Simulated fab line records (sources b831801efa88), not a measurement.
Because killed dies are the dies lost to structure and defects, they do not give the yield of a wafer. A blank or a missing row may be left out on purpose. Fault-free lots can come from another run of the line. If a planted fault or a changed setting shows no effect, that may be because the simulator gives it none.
Chamber matching :: flow gf180mcu :: cmp-02 running GF_V4_CMP_04: 4 sister chambers
The step polishes SiO2. 7 wafers are shown with their chamber, then 9 later ones without.

EACH WAFER AND ITS CHAMBER
wafer: L348.4
chamber: 0
motor current A (A): 13.7
time to endpoint s (s): 86

wafer: L349.2
chamber: 1
motor current A (A): 12.7
time to endpoint s (s): 83

wafer: L349.3
chamber: 2
motor current A (A): 12.2
time to endpoint s (s): 84

wafer: L349.4
chamber: 3
motor current A (A): 12.3
time to endpoint s (s): 82

wafer: L351.1
chamber: 1
motor current A (A): 12.4
time to endpoint s (s): 88

wafer: L351.2
chamber: 3
motor current A (A): 13.1
time to endpoint s (s): 81

wafer: L351.5
chamber: 2
motor current A (A): 12.6
time to endpoint s (s): 96

WAFERS WITH NO CHAMBER GIVEN
wafer: L352.1
motor current A (A): 12.8
time to endpoint s (s): 78

wafer: L352.2
motor current A (A): 12.6
time to endpoint s (s): 80

wafer: L352.6
motor current A (A): 11.5
time to endpoint s (s): 86

wafer: L354.1
motor current A (A): 13.3
time to endpoint s (s): 82

wafer: L354.2
motor current A (A): 12.3
time to endpoint s (s): 76

wafer: L354.3
motor current A (A): 11.8
time to endpoint s (s): 82

wafer: L361.1
motor current A (A): 12.9
time to endpoint s (s): 81

wafer: L361.2
motor current A (A): 14.2
time to endpoint s (s): 82

wafer: L361.4
motor current A (A): 12.6
time to endpoint s (s): 86

THE CHAMBER EACH PASSED THROUGH
wafer: L352.1
from the rows above: can't be placed: 3 or 1 or 2
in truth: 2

wafer: L352.2
from the rows above: can't be placed: 3 or 1 or 2
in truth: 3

wafer: L352.6
from the rows above: can't be placed: 2 or 1 or 3
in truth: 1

wafer: L354.1
from the rows above: can't be placed: 0 or 3 or 1 or 2
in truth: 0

wafer: L354.2
from the rows above: can't be placed: 3 or 1 or 2
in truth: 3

wafer: L354.3
from the rows above: can't be placed: 1 or 2 or 3
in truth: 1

wafer: L361.1
from the rows above: can't be placed: 3 or 1 or 2 or 0
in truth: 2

wafer: L361.2
from the rows above: 0
in truth: 0

wafer: L361.4
from the rows above: can't be placed: 1 or 3 or 2
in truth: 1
1 of 9 placed correctly. These rows do not allow placing 8 (true chamber among the candidates in 8). Wrongly placed: 0.
How it was worked out, from the rows above alone: a wafer's distance from a chamber is the root of the sum, over the readings, of the square of ((its reading less the chamber's mean) divided by the reading's scatter). If the next closest chamber is less than 2 further off than the closest, the wafer can't be placed; otherwise it belongs to the closest. Each chamber's mean is taken over the wafers shown for it. The scatter is the square root of a quotient: the sum, over the shown wafers, of each reading's squared deviation from its chamber's mean, divided by wafers minus chambers.
